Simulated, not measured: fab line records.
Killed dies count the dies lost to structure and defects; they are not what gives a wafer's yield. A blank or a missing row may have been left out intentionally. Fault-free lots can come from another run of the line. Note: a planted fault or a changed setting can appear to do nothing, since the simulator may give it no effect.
2 desks looking at one fault -- flow gf180mcu -- every desk sees just its own numbers, and what lay behind them comes last

## AT THE METROLOGY DESK
What the gauges read, lot by lot, whatever tool the lot ran on: means of the sampled wafers that have a number. Marked OUT: a lot whose mean sits more than 4 standard deviations from the usual mean, which makes it out of limits; the brackets give that distance.
Columns: A = MIM_CVD_05_THK at GF_MIM_THK_MEAS_06, usual 42.1 nm
lot,first seen here,A
L594,day 24 10:46,42.7
L595,day 24 18:35,42.3
L599,day 26 05:56,42.2
L605,day 28 05:31,41.9
L608,day 29 00:30,41.4
L611,day 29 19:02,42.6
L612,day 30 02:01,42.1
L613,day 30 07:05,42.0
L614,day 30 15:10,42.3
L615,day 30 19:33,41.8
L616,day 31 03:01,41.5
L617,day 31 07:20,42.8
Finding of this desk: none of the 12 lots has anything out of limits.

## THE TOOL OWNER'S DESK: pvd_sputter-01
At GF_MIM_SPUTTER_07 (material TiN, target thk 60 nm, time 50 s) the tool's own readings: per lot run on this tool, the mean of the sampled wafers that have a number. Marked OUT: a lot whose mean sits more than 4 standard deviations from the usual mean, which makes it out of limits; the brackets give that distance.
Columns: A = chamber_pressure_pa at GF_MIM_SPUTTER_07, usual 0.4001 Pa; B = throttle_valve_pct at GF_MIM_SPUTTER_07, usual 29.8 %
lot,first seen here,A,B
L595,day 24 18:38,0.4001,29.9
L599,day 26 05:58,0.4001,29.2
L613,day 30 07:08,0.4005,28.8
L615,day 30 19:36,0.3993,29.0
L617,day 31 07:22,0.3999,29.8
Finding of this desk: none of the 5 lots has anything out of limits.

## TAKEN TOGETHER
The metrology desk saw nothing out of limits.
The tool owner's desk saw nothing out of limits.

## WHAT WAS PUT IN BY THE SIMULATOR
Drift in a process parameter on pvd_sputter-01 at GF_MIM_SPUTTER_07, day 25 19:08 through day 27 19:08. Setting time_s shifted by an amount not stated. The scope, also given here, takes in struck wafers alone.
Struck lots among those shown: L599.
